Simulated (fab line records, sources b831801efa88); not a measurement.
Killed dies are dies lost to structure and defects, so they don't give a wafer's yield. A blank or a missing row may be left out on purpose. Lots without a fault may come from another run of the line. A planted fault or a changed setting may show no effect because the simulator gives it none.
Chamber matching | flow gf180mcu | GF_V1_CMP_04 on cmp-01: 4 sister chambers
The step polishes SiO2. 4 wafers are shown with their chamber, then 8 later ones without.

WAFERS WITH THEIR CHAMBER
wafer  | chamber | motor_current_A (A)
L095.1 | 2       | 11.9
L095.2 | 1       | 9.7
L095.3 | 3       | 12.0
L095.4 | 0       | 10.7

WAFERS WITHOUT THEIR CHAMBER
wafer  | motor_current_A (A)
L095.5 | 9.3
L095.6 | 12.5
L096.1 | 9.9
L096.2 | 11.2
L096.3 | 11.5
L096.4 | 10.3
L096.5 | 9.6
L096.6 | 12.1

WHICH CHAMBER EACH WENT THROUGH
wafer  | from the rows above          | in truth
L095.5 | 1                            | 1
L095.6 | can't be placed: 3 or 2      | 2
L096.1 | can't be placed: 1 or 0      | 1
L096.2 | can't be placed: 0 or 2 or 3 | 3
L096.3 | can't be placed: 2 or 3 or 0 | 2
L096.4 | can't be placed: 0 or 1      | 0
L096.5 | 1                            | 1
L096.6 | can't be placed: 3 or 2      | 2
Placed correctly: 2 of 8. Can't be placed from these rows: 6 (the true chamber is among the candidates in 6). Placed wrongly: 0.
How it was worked out, from the rows above alone: a wafer's distance from a chamber is the root of the sum, over the readings, of the square of ((its reading less the chamber's mean) divided by the reading's scatter). The wafer belongs to the nearest chamber; if the next one is less than 2 further off, it can't be placed. A chamber's mean is the mean of its shown wafers. The scatter: with one shown wafer a chamber, the root of the mean of the squares of how far each hidden wafer lies from its nearest shown one.
